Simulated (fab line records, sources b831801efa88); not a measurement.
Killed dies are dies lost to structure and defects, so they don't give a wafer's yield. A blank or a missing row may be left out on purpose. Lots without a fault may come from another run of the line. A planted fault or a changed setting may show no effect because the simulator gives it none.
Split-lot experiment | flow sky130 | 5 lots, 23 wafers read, on a route of 708 steps

THE SPLIT
At SKY_VIA2_HDPCVD_00 (deposits SiO2, target thk 1180 nm, time 196.7 s), the setting sih4_flow_sccm was moved away from the recipe's 60 sccm on 10 of the 23 wafers read, by -13.0% to +14.1%. The other wafers ran this setting at the recipe's value.

The file shows no step between the split and the reading.

THE READING
VIA2_HDPCVD_THK, in nm, at SKY_VIA2_THK_MEAS_01. Fault-free wafers of this fab line usually give 1179 nm, standard deviation 17 nm.

wafer  | tool, chamber at the split | sih4_flow_sccm as run, sccm | against the recipe | VIA2_HDPCVD_THK, nm | against lot-mates on the recipe
L074.1 | hdpcvd-02, 1               | 60                          | recipe             | 1192                | -
L074.3 | hdpcvd-02, 2               | 55.26                       | -7.9%              | 1074                | -113
L074.4 | hdpcvd-02, 1               | 55.26                       | -7.9%              | 1103                | -84
L074.5 | hdpcvd-02, 2               | 55.26                       | -7.9%              | 1071                | -116
L074.6 | hdpcvd-02, 0               | 60                          | recipe             | 1182                | -
L079.4 | hdpcvd-02, 0               | 60                          | recipe             | 1170                | -
L079.5 | hdpcvd-02, 1               | 60                          | recipe             | 1185                | -
L079.6 | hdpcvd-02, 2               | 60                          | recipe             | 1142                | -
L082.1 | hdpcvd-02, 0               | 52.21                       | -13.0%             | 1023                | -153
L082.2 | hdpcvd-02, 2               | 52.21                       | -13.0%             | 992                 | -184
L082.4 | hdpcvd-02, 0               | 52.21                       | -13.0%             | 1027                | -149
L082.5 | hdpcvd-02, 1               | 60                          | recipe             | 1193                | -
L082.6 | hdpcvd-02, 2               | 60                          | recipe             | 1159                | -
L083.1 | hdpcvd-01, 0               | 68.47                       | +14.1%             | 1332                | +137
L083.2 | hdpcvd-01, 2               | 60                          | recipe             | 1205                | -
L083.3 | hdpcvd-01, 1               | 68.47                       | +14.1%             | 1344                | +149
L083.4 | hdpcvd-01, 1               | 60                          | recipe             | 1177                | -
L083.5 | hdpcvd-01, 2               | 60                          | recipe             | 1204                | -
L084.1 | hdpcvd-01, 0               | 62.65                       | +4.4%              | 1226                | +38
L084.2 | hdpcvd-01, 2               | 60                          | recipe             | 1207                | -
L084.3 | hdpcvd-01, 1               | 60                          | recipe             | 1186                | -
L084.5 | hdpcvd-01, 0               | 60                          | recipe             | 1172                | -
L084.6 | hdpcvd-01, 2               | 62.65                       | +4.4%              | 1234                | +46

THE FIT
A straight line over all 23 wafers: VIA2_HDPCVD_THK changes by +12.1 nm for each +1% of sih4_flow_sccm; r = +0.98; the points scatter about the line by 17 nm.
The same after taking each lot's own level away (the mean of its wafers on the recipe; 23 wafers): +11.5 nm for each +1%; r = +0.98; scatter 16 nm.
On that fit, the largest move of sih4_flow_sccm shifts the reading by 1.6e+02 nm.
The lots' own levels span 1165.7 to 1195.3 nm, that is 1.7 times the standard deviation above.
So the lot-to-lot level changes the slope little: the two slopes agree.
Check: with one of the wafers moved furthest among these (+14.1%) left out of the fit, the line predicts +164 nm for it against its lot-mates. It came out at +137 nm against them.

OTHER SPLITS ON THESE WAFERS
These wafers also went through other splits before the reading. Each is held against what the fit with the lots' levels taken away leaves over:
other split on the same wafers       | wafers away from the commonest value | r with VIA2_HDPCVD_THK (lot level and that fit taken away)
SKY_VIA1_COAT_07 spin_rpm            | 8                                    | +0.04
SKY_VIA1_SPUTTER_20 power_w          | 5                                    | +0.29
SKY_METAL2_SPUTTER_02 time_s         | 8                                    | +0.33
SKY_METAL2_DEVELOP_14 develop_time_s | 7                                    | +0.13

THE WHOLE CHAIN: every reading that the file lists as answering this split, in the file's order
step                 | what it does                                    | reading                                                                        | change (the file's fit)              | r (the file's)
SKY_VIA2_HDPCVD_00   | deposits SiO2, target thk 1180 nm, time 196.7 s | SiO2_of_VIA2_HDPCVD_00.thk_nm (the simulator's own value, which no gauge read) | +11.4 nm for each +1% of the setting | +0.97
SKY_VIA2_THK_MEAS_01 |                                                 | VIA2_HDPCVD_THK                                                                | +11.4 for each +1% of the setting    | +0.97

THE FILE'S OWN FIT
VIA2_HDPCVD_THK changes by +11.4 nm for each +1% of sih4_flow_sccm, r = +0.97.
